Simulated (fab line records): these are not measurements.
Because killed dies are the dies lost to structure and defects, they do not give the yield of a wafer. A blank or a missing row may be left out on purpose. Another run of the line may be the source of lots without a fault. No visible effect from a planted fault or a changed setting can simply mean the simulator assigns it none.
Chamber matching | flow gf180mcu | 3 sister chambers for GF_V4_CVD_02 on pecvd-02
The step deposits SiO2 from TEOS, target thk 850 nm, time 94.851 s. 3 wafers are shown with their chamber, then 8 later ones without.

== WAFERS, EACH WITH ITS CHAMBER ==
wafer  | chamber | heater power w (W)
L760.6 | 0       | 590
L761.4 | 1       | 626
L763.1 | 2       | 998

== WAFERS WHOSE CHAMBER IS MISSING ==
wafer  | heater power w (W)
L763.5 | 1015
L763.6 | 580
L764.1 | 572
L764.2 | 957
L764.5 | 996
L768.1 | 887
L768.5 | 990
L768.6 | 508

== WHICH CHAMBER EACH WENT THROUGH ==
wafer  | from the rows above     | in truth
L763.5 | 2                       | 2
L763.6 | can't be placed: 0 or 1 | 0
L764.1 | can't be placed: 0 or 1 | 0
L764.2 | 2                       | 2
L764.5 | 2                       | 2
L768.1 | 2                       | 2
L768.5 | 2                       | 2
L768.6 | can't be placed: 0 or 1 | 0
Placed correctly: 5 of 8. Not placeable from these rows: 3 (in 3, the candidates include the true chamber). 0 placed wrongly.
How it was worked out, from the rows above alone: a wafer's distance from a chamber is the root of the sum, over the readings, of the square of ((its reading less the chamber's mean) divided by the reading's scatter). The wafer belongs to the nearest chamber; if the next one is less than 2 further off, it can't be placed. Each chamber's mean is taken over the wafers shown for it. The scatter: with one shown wafer a chamber, the root of the mean of the squares of how far each hidden wafer lies from its nearest shown one.
